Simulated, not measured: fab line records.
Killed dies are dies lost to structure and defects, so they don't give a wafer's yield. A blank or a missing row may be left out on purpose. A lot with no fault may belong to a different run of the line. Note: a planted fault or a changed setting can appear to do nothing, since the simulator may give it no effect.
Matching of chambers ; flow sky130 ; SKY_VIA4_CMP_02 on cmp-02 has 4 sister chambers
The step polishes SiO2. 8 wafers are shown with their chamber, then 7 later ones without.

WAFERS WITH THEIR CHAMBER
wafer;chamber;motor_current_A (A)
L198.1;0;12.2
L198.3;2;11.9
L198.4;3;10.7
L202.1;1;11.3
L202.3;2;11.1
L202.4;0;13.0
L203.3;3;11.1
L203.5;1;11.1

WAFERS MISSING THEIR CHAMBER
wafer;motor_current_A (A)
L203.6;12.0
L208.1;11.5
L208.4;12.7
L208.6;11.5
L210.2;13.6
L210.5;13.3
L210.6;11.8

THE CHAMBER EACH PASSED THROUGH
wafer;from the rows above;in truth
L203.6;can't be placed: 2 or 0 or 1 or 3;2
L208.1;can't be placed: 2 or 1 or 3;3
L208.4;0;0
L208.6;can't be placed: 2 or 1 or 3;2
L210.2;0;0
L210.5;0;0
L210.6;can't be placed: 2 or 1 or 0 or 3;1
Placed correctly: 3 of 7. Can't be placed from these rows: 4 (the true chamber is among the candidates in 4). Placed wrongly: 0.
How it was worked out, from the rows above alone: a wafer's distance from a chamber is the root of the sum, over the readings, of the square of ((its reading less the chamber's mean) divided by the reading's scatter). If the next closest chamber is less than 2 further off than the closest, the wafer can't be placed; otherwise it belongs to the closest. For every chamber, the mean is computed from those of its wafers that are shown. The scatter: the root of (the sum of the squares of (reading less its chamber's mean) over the shown wafers, divided by (wafers less chambers)).
